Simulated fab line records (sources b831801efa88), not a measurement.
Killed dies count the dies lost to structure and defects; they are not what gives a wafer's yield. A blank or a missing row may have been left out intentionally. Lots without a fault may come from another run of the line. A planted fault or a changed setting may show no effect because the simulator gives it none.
Struck lot and sound lot, side by side	flow gf180mcu	17 steps out of a route of 602
Sound: the wafers L453.1, L453.3, L453.4. Struck: wafer L465.4 (L465.1, L465.6, from the same lot, were not struck and are left out); the cause is given at the end.
Per side, at each step with rows, come the tool, then ch with its chambers, and then its first start. Under that, the readings that differ: sound wafers	struck wafers	difference of the means	sigmas: that difference in standard deviations of wafers without a fault.
alike: readings whose means differ by less than 2 such deviations, and words and numbers that are the same on both sides. not compared: withheld readings, readings that some wafer has no value for, bounds like >300 that may hide the same value, and numbers for which the record gives no deviation and whose values overlap.
Wherever a step has rows on one side only, a row that says differs or no value, or a row with sigmas, the two part there. Numbers that have no deviation but don't overlap get no sigmas and don't part them. A reading missing from all wafers of one side parts the sides only when that side holds two or more wafers.

first, 3 steps without rows for these wafers: GF_V2_EXPOSE_11 (exposes mask Via2, target cd 260 nm); GF_V2_PEB_12 (peb time 90 s); GF_V2_DEVELOP_13 (develop time 60 s).
GF_V2_CD_MEAS_14 targets a cd of 260 nm.
  sound on cd sem-01 at day 22 12:19; struck on cd sem-02 at day 27 05:34
  alike: cd nm
GF_V2_OVL_MEAS_15:
  sound on overlay-02 at day 22 12:26; struck on overlay-02 at day 27 05:41
reading	sound	struck	difference	sigmas
V2_OVL (nm)	10 9 7	-5	-14	-3
GF_V2_ETCH_16: etches BARC in N2/H2.
  sound on rie diel-02 ch 1,2,3, day 22 12:28; struck on rie diel-04 ch 1, day 27 05:43
  alike: drypump motor current A, oes product au, throttle valve pct
GF_V2_ETCH_17: etches SiO2 in C4F8/O2/Ar, stops on TiN, target depth 630 nm.
  sound: rie diel-02 ch 1,2,3; struck: rie diel-04 ch 1
  alike: oes product au
GF_V2_STRIP_18: strips in O2/N2.
  sound on plasma asher-01 ch 0,1, day 22 12:36; struck on plasma asher-01 ch 0, day 27 05:50
  alike: drypump motor current A, heater power w, oes product au
  not compared: rf hours counter h
then, 2 steps without rows for these wafers: GF_V2_STRIP_19 (strips in post etch residue remover, time 1200 s); GF_V2_CLEAN_20 (cleans in DIW).
GF_V2_SPUTTER_21: material Ti, target thk 15 nm, time 80.02 s.
  sound on pvd sputter-04 at day 22 13:08; struck on pvd sputter-04 at day 27 06:30
  alike: throttle valve pct
GF_V2_SPUTTER_22: material TiN, target thk 10 nm, time 40 s.
  sound on pvd sputter-04 at day 22 13:11; struck on pvd sputter-04 at day 27 06:34
  alike: throttle valve pct
GF_V2_CVD_23: deposits W, target thk 350 nm, time 104.94 s.
  sound on cvd w-02 ch 0,1, day 22 13:14; struck on cvd w-01 ch 0, day 27 06:36
reading	sound	struck	difference	sigmas
susceptor temp C (C)	400.32 399.43 399.71	398.23	-1.59	-7
model.W_of_V2_CVD_23.thk nm (nm)	353.2 346.7 348.2	336.3	-13.1	
  alike: heater power w
GF_V2_RS_MEAS_24: the measuring method here is four-point-probe.
  sound on film metro-03 at day 22 13:20; struck on film metro-03 at day 27 06:43
reading	sound	struck	difference	sigmas
V2_W_RS (ohm/sq)	0.325 0.331 0.329	0.341	+0.013	+4
GF_V2_THK_MEAS_25: measures by xrf.
  sound on film metro-03 at day 22 13:28; struck on film metro-03 at day 27 06:50
reading	sound	struck	difference	sigmas
V2_W_THK (nm)	364 356 360	345	-15	-3
then, 2 steps without rows for these wafers: GF_V2_CMP_26 (polishes, stops on SiO2, t overpolish 15 s, target thk 0 nm); GF_PASSIVATION_PROBE_99.

WHERE THEY PART
First at GF_V2_OVL_MEAS_15; last, within this record, at GF_V2_THK_MEAS_25.

WHY: whatever the simulator had introduced
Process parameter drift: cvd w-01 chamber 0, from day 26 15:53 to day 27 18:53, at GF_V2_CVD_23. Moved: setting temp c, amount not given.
